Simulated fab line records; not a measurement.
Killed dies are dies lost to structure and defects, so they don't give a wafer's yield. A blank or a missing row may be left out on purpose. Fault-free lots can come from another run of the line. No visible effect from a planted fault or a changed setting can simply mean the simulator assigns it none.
Which tool was responsible? :: flow sky130 :: 33 wafers from 11 lots sampled at 6 of the route's 708 steps

## WHAT THE GAUGES SHOWED, per wafer
SKY_LI_CONTACT_OVL_MEAS_13. Usual: for LI_CONTACT_OVL the level is -5 nm and the standard deviation is 4.7.
lot: L197
measured: day 30 08:01
on: overlay-01
LI_CONTACT_OVL (nm): -2 0 0
flag: 

lot: L199
measured: day 30 15:02
on: overlay-01
LI_CONTACT_OVL (nm): -9 -10 -3
flag: 

lot: L202
measured: day 31 14:52
on: overlay-01
LI_CONTACT_OVL (nm): -3 -6 -5
flag: 

lot: L208
measured: day 33 16:23
on: overlay-02
LI_CONTACT_OVL (nm): 2 -2 0
flag: 

lot: L210
measured: day 34 05:46
on: overlay-01
LI_CONTACT_OVL (nm): 5 5 2
flag: 

lot: L211
measured: day 34 11:56
on: overlay-01
LI_CONTACT_OVL (nm): -1 5 1
flag: 

lot: L212
measured: day 34 16:23
on: overlay-02
LI_CONTACT_OVL (nm): -14 -6 -9
flag: 

lot: L213
measured: day 34 18:51
on: overlay-01
LI_CONTACT_OVL (nm): -4 -11 -6
flag: 

lot: L214
measured: day 35 04:35
on: overlay-01
LI_CONTACT_OVL (nm): 2 -2 2
flag: 

lot: L215
measured: day 35 10:28
on: overlay-01
LI_CONTACT_OVL (nm): -5 -1 -3
flag: 

lot: L218
measured: day 36 06:29
on: overlay-01
LI_CONTACT_OVL (nm): -9 -12 -6
flag: 

SKY_LOCAL_INTERCONNECT_CD_MEAS_11 targets a cd of 170 nm. Usual: 169.7 nm for cd-nm, sd 1.2.
lot: L197
measured: day 31 13:19
on: cd-sem-02
cd-nm (nm): 170.4 171.2 171.6
flag: 

lot: L199
measured: day 31 20:02
on: cd-sem-01
cd-nm (nm): 167.9 168.9 168.4
flag: 

lot: L202
measured: day 32 18:11
on: cd-sem-01
cd-nm (nm): 169.5 168.0 168.2
flag: 

lot: L208
measured: day 34 19:58
on: cd-sem-02
cd-nm (nm): 168.8 170.4 170.8
flag: 

lot: L210
measured: day 35 09:19
on: cd-sem-01
cd-nm (nm): 168.4 170.2 170.0
flag: 

lot: L211
measured: day 35 15:55
on: cd-sem-02
cd-nm (nm): 169.1 169.2 170.1
flag: 

lot: L212
measured: day 35 19:53
on: cd-sem-01
cd-nm (nm): 171.2 169.8 169.8
flag: 

lot: L213
measured: day 35 22:07
on: cd-sem-01
cd-nm (nm): 171.2 170.6 171.2
flag: 

lot: L214
measured: day 36 07:11
on: cd-sem-01
cd-nm (nm): 169.7 170.1 169.7
flag: 

lot: L215
measured: day 36 13:10
on: cd-sem-01
cd-nm (nm): 170.0 169.8 170.5
flag: 

lot: L218
measured: day 37 10:20
on: cd-sem-01
cd-nm (nm): 170.7 170.8 171.1
flag: 

SKY_CONTACT_RS_MEAS_25: measures by four-point-probe. Usual: for CONTACT_W_RS the level is 0.340 ohm/sq and the standard deviation is 0.0039.
lot: L197
measured: day 32 17:35
on: film-metro-03
CONTACT_W_RS (ohm/sq): 0.336 0.338 0.335
flag: 

lot: L199
measured: day 33 00:53
on: film-metro-02
CONTACT_W_RS (ohm/sq): 0.333 0.332 0.320 0.333 0.332 0.321
flag: 

lot: L202
measured: day 33 23:30
on: film-metro-03
CONTACT_W_RS (ohm/sq): 0.338 0.332 0.342
flag: 

lot: L208
measured: day 36 00:18
on: film-metro-02
CONTACT_W_RS (ohm/sq): 0.341 0.345 0.341
flag: 

lot: L210
measured: day 36 14:01
on: film-metro-03
CONTACT_W_RS (ohm/sq): 0.343 0.340 0.340
flag: 

lot: L211
measured: day 36 20:20
on: film-metro-03
CONTACT_W_RS (ohm/sq): 0.334 0.334 0.334
flag: 

lot: L212
measured: day 37 02:14
on: film-metro-02
CONTACT_W_RS (ohm/sq): 0.340 0.341 0.339
flag: 

lot: L213
measured: day 37 02:20
on: film-metro-04
CONTACT_W_RS (ohm/sq): 0.341 0.342 0.339
flag: 

lot: L214
measured: day 37 12:35
on: film-metro-04
CONTACT_W_RS (ohm/sq): 0.336 0.338 0.340
flag: 

lot: L215
measured: day 37 17:32
on: film-metro-03
CONTACT_W_RS (ohm/sq): 0.342 0.347 0.346
flag: 

lot: L218
measured: day 38 14:41
on: film-metro-02
CONTACT_W_RS (ohm/sq): 0.345 0.347 0.340
flag: 

SKY_CONTACT_THK_MEAS_26: measures by xrf. Usual: for CONTACT_W_THK the level is 348 nm and the standard deviation is 4.6.
lot: L197
measured: day 32 17:43
on: film-metro-03
CONTACT_W_THK (nm): 354 349 351
flag: 

lot: L199
measured: day 33 03:30
on: film-metro-02
CONTACT_W_THK (nm): 353 357 368 357 358 371
flag: 

lot: L202
measured: day 33 23:37
on: film-metro-03
CONTACT_W_THK (nm): 349 356 346
flag: 

lot: L208
measured: day 36 00:25
on: film-metro-02
CONTACT_W_THK (nm): 349 345 351
flag: 

lot: L210
measured: day 36 14:08
on: film-metro-03
CONTACT_W_THK (nm): 346 349 349
flag: 

lot: L211
measured: day 36 20:26
on: film-metro-03
CONTACT_W_THK (nm): 357 356 354
flag: 

lot: L212
measured: day 37 02:20
on: film-metro-02
CONTACT_W_THK (nm): 350 346 348
flag: 

lot: L213
measured: day 37 02:26
on: film-metro-04
CONTACT_W_THK (nm): 346 345 350
flag: 

lot: L214
measured: day 37 12:42
on: film-metro-04
CONTACT_W_THK (nm): 349 350 346
flag: 

lot: L215
measured: day 37 17:38
on: film-metro-03
CONTACT_W_THK (nm): 349 343 342
flag: 

lot: L218
measured: day 38 14:49
on: film-metro-02
CONTACT_W_THK (nm): 343 340 349
flag: 

## WHAT TOOL EACH LOT RAN ON (gives the tool, then ch and the chambers of the sampled wafers, and finally the start)
lot: L197
SKY_LOCAL_INTERCONNECT_SPUTTER_00: pvd-sputter-04, day 30 09:14
SKY_CONTACT_CVD_24: cvd-w-01 ch 0,1, day 32 17:29

lot: L199
SKY_LOCAL_INTERCONNECT_SPUTTER_00: pvd-sputter-04, day 30 16:14
SKY_CONTACT_CVD_24: cvd-w-01 ch 0,1, day 33 00:45

lot: L202
SKY_LOCAL_INTERCONNECT_SPUTTER_00: pvd-sputter-04, day 31 16:04
SKY_CONTACT_CVD_24: cvd-w-01 ch 0,1, day 33 23:22

lot: L208
SKY_LOCAL_INTERCONNECT_SPUTTER_00: pvd-sputter-01, day 33 17:35
SKY_CONTACT_CVD_24: cvd-w-02 ch 0,1, day 36 00:11

lot: L210
SKY_LOCAL_INTERCONNECT_SPUTTER_00: pvd-sputter-04, day 34 06:58
SKY_CONTACT_CVD_24: cvd-w-01 ch 0,1, day 36 13:54

lot: L211
SKY_LOCAL_INTERCONNECT_SPUTTER_00: pvd-sputter-01, day 34 13:20
SKY_CONTACT_CVD_24: cvd-w-02 ch 1, day 36 20:09

lot: L212
SKY_LOCAL_INTERCONNECT_SPUTTER_00: pvd-sputter-01, day 34 17:34
SKY_CONTACT_CVD_24: cvd-w-01 ch 0,1, day 37 02:07

lot: L213
SKY_LOCAL_INTERCONNECT_SPUTTER_00: pvd-sputter-04, day 34 20:02
SKY_CONTACT_CVD_24: cvd-w-01 ch 0,1, day 37 02:13

lot: L214
SKY_LOCAL_INTERCONNECT_SPUTTER_00: pvd-sputter-04, day 35 05:48
SKY_CONTACT_CVD_24: cvd-w-01 ch 0, day 37 12:28

lot: L215
SKY_LOCAL_INTERCONNECT_SPUTTER_00: pvd-sputter-04, day 35 11:40
SKY_CONTACT_CVD_24: cvd-w-01 ch 0,1, day 37 17:25

lot: L218
SKY_LOCAL_INTERCONNECT_SPUTTER_00: pvd-sputter-04, day 36 07:49
SKY_CONTACT_CVD_24: cvd-w-01 ch 0,1, day 38 14:35
- SKY_LOCAL_INTERCONNECT_SPUTTER_00: material TiN, target thk 100 nm, time 83.3 s.
- SKY_CONTACT_CVD_24: deposits W, target thk 340 nm, time 102.12 s.

## AS READ BY THE TOOLS THEMSELVES (means over the sampled wafers that have a number; for cases with no such wafer, the mark the record gives instead)
SKY_LOCAL_INTERCONNECT_SPUTTER_00. Usual: chamber-pressure-pa 0.4000 Pa, standard deviation 0.00077; substrate-temp-c 299.99 C, standard deviation 0.19; throttle-valve-pct 30.6 %, standard deviation 0.96.
lot: L197
tool: pvd-sputter-04
chamber-pressure-pa (Pa): 0.4003
substrate-temp-c (C): 299.96
throttle-valve-pct (%): 32.0
flag: 

lot: L199
tool: pvd-sputter-04
chamber-pressure-pa (Pa): 0.3992
substrate-temp-c (C): 299.87
throttle-valve-pct (%): 31.4
flag: 

lot: L202
tool: pvd-sputter-04
chamber-pressure-pa (Pa): 0.4002
substrate-temp-c (C): 299.95
throttle-valve-pct (%): 31.2
flag: 

lot: L208
tool: pvd-sputter-01
chamber-pressure-pa (Pa): 0.3996
substrate-temp-c (C): 299.93
throttle-valve-pct (%): 29.7
flag: 

lot: L210
tool: pvd-sputter-04
chamber-pressure-pa (Pa): 0.4004
substrate-temp-c (C): 300.05
throttle-valve-pct (%): 30.7
flag: 

lot: L211
tool: pvd-sputter-01
chamber-pressure-pa (Pa): 0.3989
substrate-temp-c (C): 300.03
throttle-valve-pct (%): 29.7
flag: 

lot: L212
tool: pvd-sputter-01
chamber-pressure-pa (Pa): 0.4004
substrate-temp-c (C): 300.02
throttle-valve-pct (%): 30.0
flag: 

lot: L213
tool: pvd-sputter-04
chamber-pressure-pa (Pa): 0.3994
substrate-temp-c (C): 300.05
throttle-valve-pct (%): 30.8
flag: 

lot: L214
tool: pvd-sputter-04
chamber-pressure-pa (Pa): 0.4002
substrate-temp-c (C): 300.03
throttle-valve-pct (%): 31.2
flag: 

lot: L215
tool: pvd-sputter-04
chamber-pressure-pa (Pa): 0.3995
substrate-temp-c (C): 300.30
throttle-valve-pct (%): 31.8
flag: 

lot: L218
tool: pvd-sputter-04
chamber-pressure-pa (Pa): 0.4000
substrate-temp-c (C): 299.94
throttle-valve-pct (%): 31.2
flag: 

SKY_CONTACT_CVD_24. Usual: chamber-pressure-Torr 40.00 Torr, standard deviation 0.087; heater-power-outer-w 573 W, standard deviation 43; heater-power-w 886 W, standard deviation 53.
lot: L197
tool: cvd-w-01
chamber-pressure-Torr (Torr): 40.06
heater-power-outer-w (W): 561
heater-power-w (W): 868
flag: 

lot: L199
tool: cvd-w-01
chamber-pressure-Torr (Torr): 40.94
heater-power-outer-w (W): 561
heater-power-w (W): 862
flag: OFF

lot: L202
tool: cvd-w-01
chamber-pressure-Torr (Torr): 40.84
heater-power-outer-w (W): 560
heater-power-w (W): 877
flag: OFF

lot: L208
tool: cvd-w-02
chamber-pressure-Torr (Torr): 39.94
heater-power-outer-w (W): 624
heater-power-w (W): 948
flag: 

lot: L210
tool: cvd-w-01
chamber-pressure-Torr (Torr): 40.07
heater-power-outer-w (W): 561
heater-power-w (W): 876
flag: 

lot: L211
tool: cvd-w-02
chamber-pressure-Torr (Torr): 39.83
heater-power-outer-w (W): 564
heater-power-w (W): 828
flag: 

lot: L212
tool: cvd-w-01
chamber-pressure-Torr (Torr): 40.07
heater-power-outer-w (W): 544
heater-power-w (W): 883
flag: 

lot: L213
tool: cvd-w-01
chamber-pressure-Torr (Torr): 39.99
heater-power-outer-w (W): 566
heater-power-w (W): 877
flag: 

lot: L214
tool: cvd-w-01
chamber-pressure-Torr (Torr): 40.00
heater-power-outer-w (W): 587
heater-power-w (W): 892
flag: 

lot: L215
tool: cvd-w-01
chamber-pressure-Torr (Torr): 40.00
heater-power-outer-w (W): 574
heater-power-w (W): 881
flag: 

lot: L218
tool: cvd-w-01
chamber-pressure-Torr (Torr): 40.05
heater-power-outer-w (W): 564
heater-power-w (W): 884
flag: 

## THE ANSWER, worked out from the rows above alone
Rule: a lot is off if the mean of its wafers that have a number lies more than 3 standard deviations from the usual mean. Also off: a lot with no number at a reading for which 4 or more lots have one. Where the step has rows for the other lots, those lots are counted as sound. After the gauges, taken in route order, come the tools' own readings; for these a lot's mean is taken, as printed above. At the first step where some lot is off, the reading lying furthest off is the one used; lots without a number count as furthest.
Off, at SKY_CONTACT_CVD_24 on chamber-pressure-Torr: L199, L202.
If a tool, at that step or one of the process steps before it, ran each lot that is off and ran no sound lot following the first of them, it fits. Not one of the candidates tried fits.

## WHAT THE SIMULATOR PUT IN
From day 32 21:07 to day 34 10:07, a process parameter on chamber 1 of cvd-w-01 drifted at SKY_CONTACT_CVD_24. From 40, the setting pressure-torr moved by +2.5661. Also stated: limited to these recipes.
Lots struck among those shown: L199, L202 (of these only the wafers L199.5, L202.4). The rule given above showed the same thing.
